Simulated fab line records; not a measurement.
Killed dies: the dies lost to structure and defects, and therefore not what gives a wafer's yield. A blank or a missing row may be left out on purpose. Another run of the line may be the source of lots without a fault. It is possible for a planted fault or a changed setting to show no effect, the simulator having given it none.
Comparing a struck lot with a sound one ; flow sfq line ; 28 out of 325 route steps
Sound: the wafers L333.2, L333.4, L333.5. Struck: wafers L341.2, L341.5. (L341.6 of the same lot was not struck and is left out.) The cause comes at the end.
For every step that has rows: the tool of each side, followed by ch and its chambers, followed by its first start. Under that, the readings that differ: sound wafers ; struck wafers ; difference of the means ; sigmas: that difference in standard deviations of wafers without a fault.
alike: same words and numbers on both sides, and readings whose means sit less than 2 such deviations apart. not compared: any withheld reading, any reading some wafer has no value for, any bound like >300 that may hide the same value, and any number with overlapping values for which the record gives no deviation.
A row with sigmas, a row that says differs or no value, or rows on one side alone: a step with any of these is where the two part. Non-overlapping numbers with no deviation appear without sigmas and do not part them. A reading missing from all wafers of one side parts the sides only when that side holds two or more wafers.

first, 6 steps without rows for these wafers: SFQ_TRILAYER_M1_LITHO_COAT_044 (resist thk 62 nm); SFQ_TRILAYER_M1_LITHO_COAT_039 (resist thk 600 nm); SFQ_TRILAYER_M1_LITHO_SOFTBAKE_043; SFQ_TRILAYER_M1_LITHO_EXPOSE_040 (exposes mask M1, target cd 500 nm); SFQ_TRILAYER_M1_LITHO_PEB_042 (peb time 60 s); SFQ_TRILAYER_M1_LITHO_DEVELOP_041 (time 60 s).
SFQ_M1_OVL_MEAS_911:
  sound: overlay-01 at day 22 23:05; struck: overlay-01 at day 26 01:51
  alike: M1_OVL
SFQ_TRILAYER_M1_BARC_OPEN_METAL_ETCH_054: etches BARC in O2, target depth 125 nm, time 41.7 s.
  sound on rie metal-04 ch 0, day 22 23:07; struck on rie metal-02 ch 0,1, day 26 01:53
  alike: bias w, drypump motor current A, oes product au
  not compared: rf hours counter h
then, 1 step without rows for these wafers: SFQ_TRILAYER_M1_ETCH_METAL_ETCH_042 (etches Nb in Cl2/Ar, stops on SiO2, target depth 240 nm, time 120 s).
SFQ_TRILAYER_M1_STRIP_STRIP_043: strips in O2.
  sound on rie metal-04 ch 0, day 22 23:17; struck on rie metal-02 ch 0,1, day 26 02:04
  alike: drypump motor current A, oes product au
  not compared: rf hours counter h
then, 1 step without rows for these wafers: SFQ_TRILAYER_M1_STRIP_SOLV_CLEAN_044 (cleans in NMP, time 600 s).
SFQ_TRILAYER_I1_DEP_PECVD_045: deposits SiO2 from SiH4/N2O, time 111.11 s, target thk 500 nm.
  sound on pecvd-04 ch 0,1,2, day 23 00:04; struck on pecvd-02 ch 0, day 26 02:50
  alike: heater power w, throttle valve pct
SFQ_TRILAYER_I1_CMP_CMP_046: polishes SiO2.
  sound on cmp-02 ch 0,2,3, day 23 04:50; struck on cmp-02 ch 1,2, day 26 10:17
reading;sound;struck;difference;sigmas
model.SiO2_of_TRILAYER_I1_DEP_PECVD_045.thk nm (nm);199.8 198.5 199.1;215.2 214.3;+15.6;
  alike: motor current A, time to endpoint s
SFQ_I1_BOW_MEAS_912:
  sound: film metro-01 at day 23 07:22; struck: film metro-04 at day 26 11:48
  alike: I1_BOW
SFQ_TRILAYER_I1_METRO_MEASURE_047:
  sound: film metro-01 at day 23 07:40; struck: film metro-04 at day 26 12:06
reading;sound;struck;difference;sigmas
thk nm (nm);199.8 198.6 199.0;215.2 214.1;+15.5;+14
then, 6 steps without rows for these wafers: SFQ_TRILAYER_I1_VIA_LITHO_COAT_054 (resist thk 62 nm); SFQ_TRILAYER_I1_VIA_LITHO_COAT_049 (resist thk 650 nm); SFQ_TRILAYER_I1_VIA_LITHO_SOFTBAKE_053; SFQ_TRILAYER_I1_VIA_LITHO_EXPOSE_050 (exposes mask I1, target cd 500 nm); SFQ_TRILAYER_I1_VIA_LITHO_PEB_052 (peb time 60 s); SFQ_TRILAYER_I1_VIA_LITHO_DEVELOP_051 (time 60 s).
-- the record jumps here: 7 days lie between the struck wafers' starts before and after --
SFQ_I1_OVL_MEAS_913:
  sound: overlay-01 at day 29 23:23; struck: overlay-01 at day 33 03:20
  alike: I1_OVL
SFQ_TRILAYER_I1_VIA_BARC_OPEN_VIA_ETCH_071: etches BARC in O2, target depth 125 nm, time 41.7 s.
  sound on rie diel-04 ch 0,3, day 29 23:25; struck on rie diel-04 ch 0,2, day 33 03:22
  alike: bias w, drypump motor current A, oes product au
  not compared: rf hours counter h
SFQ_TRILAYER_I1_VIA_ETCH_VIA_ETCH_052: etches SiO2 in CHF3, stops on Nb, target depth 260 nm.
  sound on rie diel-04 ch 0,3, day 29 23:28; struck on rie diel-04 ch 0,2, day 33 03:25
reading;sound;struck;difference;sigmas
oes product au (a.u.);0.850 0.850 0.862;0.890 0.887;+0.035;+7
model.I1.feature depth nm (nm);199.8 198.5 199.1;215.2 214.3;+15.6;
model.etch.depth nm (nm);199.8 198.5 199.1;215.2 214.3;+15.6;
  alike: bias w, drypump motor current A
then, 2 steps without rows for these wafers: SFQ_TRILAYER_I1_VIA_STRIP_STRIP_053 (strips in O2); SFQ_TRILAYER_I1_VIA_STRIP_SOLV_CLEAN_054 (cleans in NMP, time 600 s).
SFQ_TRILAYER_M2_DEP_PRE_CLEAN_056: time 22.5 s.
  sound: pvd sputter-06 at day 30 00:22; struck: pvd sputter-05 at day 33 04:18
reading;sound;struck;difference;sigmas
model.SiO2_of_TRILAYER_I1_DEP_PECVD_045.thk nm (nm);192.3 191 191.6;207.7 206.8;+15.6;
SFQ_TRILAYER_M2_DEP_SPUTTER_055: material Nb, target thk 200 nm, time 133.3 s.
  sound: pvd sputter-06 at day 30 00:24; struck: pvd sputter-05 at day 33 04:20
  alike: base pressure pa, resputter cathode voltage v, throttle valve pct

## WHERE THEY PART
Last at SFQ_TRILAYER_I1_VIA_ETCH_VIA_ETCH_052 as far as this record goes, first at SFQ_TRILAYER_I1_METRO_MEASURE_047. Later steps at which nothing parts them and some readings are alike: SFQ_TRILAYER_M2_DEP_SPUTTER_055.

WHY: what had been put in by the simulator
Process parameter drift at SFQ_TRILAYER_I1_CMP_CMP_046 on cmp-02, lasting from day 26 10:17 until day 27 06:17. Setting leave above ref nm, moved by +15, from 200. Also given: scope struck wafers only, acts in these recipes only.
